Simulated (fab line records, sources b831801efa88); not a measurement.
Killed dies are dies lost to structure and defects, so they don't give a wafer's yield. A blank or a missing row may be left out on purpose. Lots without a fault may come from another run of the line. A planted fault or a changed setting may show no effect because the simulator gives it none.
Problem report in the 8D (eight disciplines) form, filled by code | flow sfq_line | the parts of the form that need people (team, actions taken, sign-off) are left out

1. THE PROBLEM
rf_fwd_power_W at SFQ_TRILAYER_I7_VIA_BARC_OPEN_VIA_ETCH_260 reads a mean of 413.2 W on 9 wafers of 3 lots; wafers without a fault read 494.4 W with a standard deviation of 1.8. That is -45 standard deviations from the usual mean.
The step: etches BARC in O2, target depth 125 nm, time 41.7 s.
First seen on wafer L812.1, day 67 22:33, on rie_diel-03. The record holds 21 wafers of 7 lots with a number at this step. Rule for "out", or "out of limits": more than 4 standard deviations from the usual mean. The other wafers with a number count as sound.

2. WHAT IT IS AND WHAT IT IS NOT
question                    | is                     | is not
which readings at this step | rf_fwd_power_W         | drypump_motor_current_A, oes_product_au
which lots                  | L812, L813, L814       | L807, L818, L819, L820
which wafers of those lots  | all that have a number | -
read on which tools         | rie_diel-03            | rie_diel-02, rie_diel-04
when                        | from day 67 22:33      | up to then (3 sound wafers); but 9 sound wafers of L818, L819, L820 came after

3. SUSPECTS, AND WHAT RULES EACH OUT
Counting: a tool at a process step up to the reading stays a suspect if it ran every lot that is out and no sound lot after the first of them.
- cmp-02 at SFQ_TRILAYER_I7_CMP_CMP_184 (polishes SiO2): ruled out as a lasting fault. Sound lots L818, L819 ran on it after its first lot that is out, L812 (day 67 15:49).
- rie_diel-03 at SFQ_TRILAYER_I7_VIA_BARC_OPEN_VIA_ETCH_260 (etches BARC in O2, target depth 125 nm, time 41.7 s): ruled out as a lasting fault. Sound lots L820 ran on it after its first lot that is out, L812 (day 67 22:33).
Left after counting: nothing in the record.

4. THE CAUSE (what the simulator had put in)
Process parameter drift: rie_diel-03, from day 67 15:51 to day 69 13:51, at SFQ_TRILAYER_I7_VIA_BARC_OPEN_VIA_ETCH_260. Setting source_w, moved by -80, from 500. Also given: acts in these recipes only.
Counting ruled it out, wrongly.

5. THE CHAIN OF EFFECTS, in route order
Each row: a reading whose mean over the struck wafers that have a number lies more than 3 standard deviations from the usual. Only readings for which the record gives a usual standard deviation are gone through. hours: the time from each lot's start at the first step in this table that gives one to its start at this step, as a median over the lots. sigmas: the change in usual standard deviations.
hours | step                                       | reading        | usual   | on struck wafers | change | sigmas
0     | SFQ_TRILAYER_I7_VIA_BARC_OPEN_VIA_ETCH_260 | rf_fwd_power_W | 494.4 W | 413.2            | -81.2  | -45
The process steps in it:
- SFQ_TRILAYER_I7_VIA_BARC_OPEN_VIA_ETCH_260: etches BARC in O2, target depth 125 nm, time 41.7 s.

6. WHAT WOULD HAVE CAUGHT IT SOONER
In this record the first reading out of limits was taken at day 67 22:33, 7 hours after the fault began at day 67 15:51.
